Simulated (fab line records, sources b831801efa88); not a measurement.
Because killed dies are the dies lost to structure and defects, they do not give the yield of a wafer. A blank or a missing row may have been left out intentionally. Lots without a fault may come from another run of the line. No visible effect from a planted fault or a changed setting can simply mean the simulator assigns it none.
The tool behind it: which one? -- flow sky130 -- Sampling: 24 lots, 72 wafers, 4 of 708 route steps

== WHAT THE GAUGES SHOWED, per wafer ==
SKY_CONTACT_CD_MEAS_14: the cd target is 170 nm.
lot,measured,on,cd_nm (nm)
L074,day 32 03:44,cd_sem-02,169.5 170.6 170.0
L075,day 32 22:30,cd_sem-02,171.6 170.9 170.7
L077,day 33 00:29,cd_sem-01,171.5 172.7 170.6
L076,day 33 03:29,cd_sem-02,170.0 169.9 170.5
L079,day 33 16:35,cd_sem-01,171.1 171.3 169.2
L080,day 33 19:53,cd_sem-01,168.2 168.4 170.2
L078,day 33 22:57,cd_sem-01,170.9 170.4 169.8
L081,day 34 04:37,cd_sem-01,172.2 170.1 171.4
L082,day 34 09:44,cd_sem-02,170.7 171.7 170.6
L083,day 35 00:42,cd_sem-02,169.6 171.3 170.9
L084,day 35 06:50,cd_sem-02,169.5 169.0 169.2
L085,day 35 15:18,cd_sem-01,171.0 171.6 169.9
L087,day 35 17:18,cd_sem-01,168.0 168.0 169.0
L086,day 35 18:36,cd_sem-01,169.6 169.8 168.3
L088,day 36 13:11,cd_sem-01,170.0 168.9 170.1
L089,day 36 18:20,cd_sem-01,171.5 171.3 171.0
L090,day 37 04:32,cd_sem-01,171.1 172.6 172.3
L091,day 37 04:55,cd_sem-02,167.2 168.2 168.8
L092,day 37 17:30,cd_sem-02,172.2 172.0 171.7
L093,day 37 20:44,cd_sem-01,173.0 171.7 171.2
L094,day 38 02:50,cd_sem-01,171.3 170.4 171.9
L095,day 38 04:56,cd_sem-02,171.2 171.7 171.8
L096,day 38 17:00,cd_sem-02,169.3 168.1 169.0
L097,day 38 21:40,cd_sem-02,172.1 173.8 172.5

SKY_VIA2_THK_MEAS_01.
lot,measured,on,VIA2_HDPCVD_THK (nm)
L074,day 35 16:43,film_metro-01,1194 1196 1183
L075,day 36 11:54,film_metro-01,1174 1186 1173
L077,day 36 13:42,film_metro-01,1192 1180 1173
L076,day 36 16:38,film_metro-02,1189 1190 1191
L079,day 37 04:59,film_metro-03,1181 1174 1176
L080,day 37 09:34,film_metro-01,1178 1161 1190
L078,day 37 12:21,film_metro-02,1198 1175 1190
L081,day 37 17:08,film_metro-03,1160 1186 1162
L082,day 37 21:58,film_metro-02,1154 1169 1171
L083,day 38 13:37,film_metro-01,1179 1176 1167
L084,day 38 17:50,film_metro-01,1175 1165 1169
L085,day 39 02:50,film_metro-01,1176 1155 1172
L087,day 39 04:55,film_metro-02,1174 1181 1179
L086,day 39 06:22,film_metro-02,1184 1200 1179
L088,day 40 00:47,film_metro-03,1186 1171 1184
L089,day 40 04:26,film_metro-02,1191 1185 1187
L090,day 40 13:11,film_metro-03,1171 1171 1164
L091,day 40 15:23,film_metro-02,1170 1147 1164
L092,day 41 02:32,film_metro-02,1166 1189 1171
L093,day 41 05:25,film_metro-01,1171 1174 1176
L094,day 41 10:20,film_metro-03,1177 1163 1183
L095,day 41 12:20,film_metro-02,1165 1165 1162
L096,day 41 23:59,film_metro-01,1185 1190 1162
L097,day 42 04:27,film_metro-03,1165 1158 1169

== WHAT TOOL EACH LOT RAN ON (gives the tool, then ch and the chambers of the sampled wafers, and finally the start) ==
lot,SKY_CONTACT_ETCH_18,SKY_METAL1_SPUTTER_04
L074,"rie_diel-02 ch 0,1,2, day 32 05:21 or earlier","pvd_sputter-03, day 32 05:21"
L075,"rie_diel-03 ch 0,1,2, day 33 00:08 or earlier","pvd_sputter-01, day 33 00:08"
L077,"rie_diel-02 ch 0,1,3, day 33 02:10 or earlier","pvd_sputter-02, day 33 02:10"
L076,"rie_diel-01 ch 0,1,3, day 33 05:06 or earlier","pvd_sputter-03, day 33 05:06"
L079,"rie_diel-02 ch 0,2,3, day 33 18:12 or earlier","pvd_sputter-02, day 33 18:12"
L080,"rie_diel-02 ch 0,1,2, day 33 21:30 or earlier","pvd_sputter-01, day 33 21:30"
L078,"rie_diel-03 ch 0,1,3, day 34 00:39 or earlier","pvd_sputter-02, day 34 00:39"
L081,"rie_diel-03 ch 1,2,3, day 34 06:34 or earlier","pvd_sputter-01, day 34 06:34"
L082,"rie_diel-01 ch 0,2,3, day 34 11:23 or earlier","pvd_sputter-01, day 34 11:23"
L083,"rie_diel-03 ch 0,1,2, day 35 02:20 or earlier","pvd_sputter-03, day 35 02:20"
L084,"rie_diel-01 ch 2,3, day 35 08:29 or earlier","pvd_sputter-03, day 35 08:29"
L085,"rie_diel-02 ch 1,2,3, day 35 16:56 or earlier","pvd_sputter-01, day 35 16:56"
L087,"rie_diel-02 ch 0,3, day 35 18:55 or earlier","pvd_sputter-01, day 35 18:55"
L086,"rie_diel-01 ch 0,2,3, day 35 20:13 or earlier","pvd_sputter-03, day 35 20:13"
L088,"rie_diel-03 ch 0,1,2, day 36 15:43 or earlier","pvd_sputter-01, day 36 15:43"
L089,"rie_diel-03 ch 0,2, day 36 19:58 or earlier","pvd_sputter-03, day 36 19:58"
L090,"rie_diel-01 ch 0,2,3, day 37 06:11 or earlier","pvd_sputter-03, day 37 06:11"
L091,"rie_diel-03 ch 2,3, day 37 06:31 or earlier","pvd_sputter-01, day 37 06:31"
L092,"rie_diel-01 ch 0,1,2, day 37 19:09 or earlier","pvd_sputter-03, day 37 19:09"
L093,"rie_diel-03 ch 1,2,3, day 37 22:22 or earlier","pvd_sputter-01, day 37 22:22"
L094,"rie_diel-03 ch 0,1, day 38 04:29 or earlier","pvd_sputter-01, day 38 04:29"
L095,"rie_diel-02 ch 0,2,3, day 38 06:33 or earlier","pvd_sputter-02, day 38 06:33"
L096,"rie_diel-01 ch 0,3, day 38 18:38 or earlier","pvd_sputter-01, day 38 18:38"
L097,"rie_diel-03 ch 0,1,3, day 38 23:16 or earlier","pvd_sputter-02, day 38 23:16"
- SKY_CONTACT_ETCH_18: etches Si3N4 in CHF3/O2, stops on TiN, time 39 s, target depth 75 nm.
- SKY_METAL1_SPUTTER_04: material TiN, target thk 70 nm, time 58.3 s.

== WHAT THE TOOLS THEMSELVES READ (means of the sampled wafers that have a number; where no wafer has one, the mark that the record gives instead) ==
SKY_CONTACT_ETCH_18.
lot,tool,O2_flow_sccm (sccm),chf3_flow_sccm (sccm),drypump_motor_current_A (A),oes_product_au (a.u.),throttle_valve_pct (%)
L074,rie_diel-02,5.007,49.98,6.2,0.855,8.803
L075,rie_diel-03,4.997,49.99,5.8,0.860,8.794
L077,rie_diel-02,5.002,50.04,5.9,0.866,8.796
L076,rie_diel-01,4.994,49.94,5.9,0.850,8.793
L079,rie_diel-02,5.009,50.09,5.8,0.858,8.786
L080,rie_diel-02,5.014,49.96,6.2,0.854,8.792
L078,rie_diel-03,5.013,50.00,6.0,0.860,8.795
L081,rie_diel-03,5.006,50.05,6.2,0.852,8.794
L082,rie_diel-01,5.001,50.14,5.7,0.852,8.798
L083,rie_diel-03,5.004,50.06,5.7,0.857,8.798
L084,rie_diel-01,4.999,50.01,5.8,0.861,8.792
L085,rie_diel-02,5.009,50.05,6.0,0.862,8.800
L087,rie_diel-02,4.988,49.94,5.4,0.852,8.791
L086,rie_diel-01,5.011,50.01,5.7,0.862,8.801
L088,rie_diel-03,5.006,49.94,5.7,0.857,8.791
L089,rie_diel-03,4.987,49.95,5.4,0.852,8.799
L090,rie_diel-01,4.990,50.08,5.7,0.850,8.788
L091,rie_diel-03,5.000,49.88,6.3,0.858,8.795
L092,rie_diel-01,5.001,49.94,6.2,0.856,8.798
L093,rie_diel-03,5.007,49.96,6.2,0.851,8.791
L094,rie_diel-03,5.000,49.86,5.6,0.860,8.793
L095,rie_diel-02,4.996,50.08,5.7,0.862,8.786
L096,rie_diel-01,4.993,50.19,5.6,0.851,8.791
L097,rie_diel-03,4.994,49.90,6.0,0.861,8.803

SKY_METAL1_SPUTTER_04.
lot,tool,throttle_valve_pct (%)
L074,pvd_sputter-03,29.2
L075,pvd_sputter-01,30.1
L077,pvd_sputter-02,30.4
L076,pvd_sputter-03,28.6
L079,pvd_sputter-02,29.9
L080,pvd_sputter-01,30.0
L078,pvd_sputter-02,29.3
L081,pvd_sputter-01,29.1
L082,pvd_sputter-01,29.8
L083,pvd_sputter-03,29.2
L084,pvd_sputter-03,28.4
L085,pvd_sputter-01,29.7
L087,pvd_sputter-01,30.3
L086,pvd_sputter-03,29.1
L088,pvd_sputter-01,30.0
L089,pvd_sputter-03,28.5
L090,pvd_sputter-03,29.8
L091,pvd_sputter-01,29.6
L092,pvd_sputter-03,29.8
L093,pvd_sputter-01,30.6
L094,pvd_sputter-01,30.9
L095,pvd_sputter-02,29.3
L096,pvd_sputter-01,30.7
L097,pvd_sputter-02,30.3

== THE ANSWER, worked out from the rows above alone ==
Rule: usual is defined by the lots themselves. Put in order of their means at a reading, lots are off if they are a third of the lots or fewer, leave a main group of 4 or more, and stand apart from it by a gap of 3 or more times the standard deviation of the main group's means; of several such gaps the widest counts. The tables above print the reading to a certain number of digits; a main group whose means all agree to those digits is not used. A lot without any number at a reading at which 4 lots or more have one is off too. The other lots that the step has rows for count as sound. First the gauges in route order, then the tools' own readings, where a lot's mean is used as printed above. At the first step where some lot is off, the reading lying furthest off is the one used; lots without a number count as furthest.
Nothing can be told from this: no lot is off at any reading shown.

== WHAT THE SIMULATOR PUT IN ==
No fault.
